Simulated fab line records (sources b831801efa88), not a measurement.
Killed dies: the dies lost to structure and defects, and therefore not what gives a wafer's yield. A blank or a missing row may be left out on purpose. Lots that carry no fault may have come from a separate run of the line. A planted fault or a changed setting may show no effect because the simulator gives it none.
Struck lot and sound lot, side by side | flow gf180mcu | 14 steps out of a route of 602
Sound: wafers L781.1, L781.3, L781.5. Struck: wafers L794.2, L794.5, L794.6. The cause is given at the end.
Order at every step that has rows: each side's tool, ch and its chambers, its first start. Under that, the readings that differ: sound wafers | struck wafers | difference of the means | sigmas: that difference in standard deviations of wafers without a fault.
alike: a reading whose means differ by less than 2 such deviations, as well as words and numbers matching on both sides. not compared: withheld readings; readings where some wafer has no value; bounds like >300 that might hide an equal value; numbers whose values overlap and for which the record gives no deviation.
Wherever a step has rows on one side only, a row that says differs or no value, or a row with sigmas, the two part there. Non-overlapping numbers with no deviation appear without sigmas and do not part them. A reading missing from all wafers of one side parts the sides only when that side holds two or more wafers.

first, 1 step without rows for these wafers: GF_MVSD_DEVELOP_06 (develop time 60 s).
GF_MVSD_OVL_MEAS_07:
  sound: overlay-02 at day 4 15:35; struck: overlay-02 at day 7 19:23
  alike: MVSD_OVL
then, 2 steps without rows for these wafers: GF_MVSD_IMPLANT_08; GF_MVSD_IMPLANT_09.
GF_MVSD_STRIP_10: strips in O2/N2.
  sound on plasmaAsher-02 ch 0,1, day 4 15:55; struck on plasmaAsher-02 ch 0,1, day 7 19:43
  alike: drypumpMotorCurrentA, heaterPowerW, oesProductAu, stripTimeToEndpointS
  not compared: rfHoursCounterH
GF_MVSD_TW_MEAS_11:
  sound: filmMetro-04 at day 4 16:01; struck: filmMetro-03 at day 7 19:49
  alike: MVSD_TW
then, 6 steps without rows for these wafers: GF_MVPSD_DEHYDRATE_00 (time 60 s); GF_MVPSD_HMDS_01 (prime time 60 s); GF_MVPSD_COAT_02 (resist thk 3000 nm); GF_MVPSD_SOFTBAKE_03; GF_MVPSD_EXPOSE_04 (exposes mask MVPSD, target cd 1000 nm); GF_MVPSD_PEB_05.
GF_MVPSD_DEVELOP_06: develop time 60 s.
  sound on lithoTrack-03 ch 0, day 5 05:00; struck on lithoTrack-02, day 8 12:00
  no value came back on the struck wafers for chillPlateTempC (C), developTimeS (s); on the sound wafers chillPlateTempC (C) reads 22.88 22.98 23.03
GF_MVPSD_OVL_MEAS_07:
  sound: overlay-02 at day 5 06:02; struck: overlay-01 at day 8 12:38
reading        | sound          | struck | difference                    | sigmas
MVPSD_OVL (nm) | -5.2 -2.3 -3.3 | - - -  | no value on the struck wafers | 

WHERE THEY PART
First at GF_MVPSD_DEVELOP_06; last, within this record, at GF_MVPSD_OVL_MEAS_07.

WHY: what the simulator had put in
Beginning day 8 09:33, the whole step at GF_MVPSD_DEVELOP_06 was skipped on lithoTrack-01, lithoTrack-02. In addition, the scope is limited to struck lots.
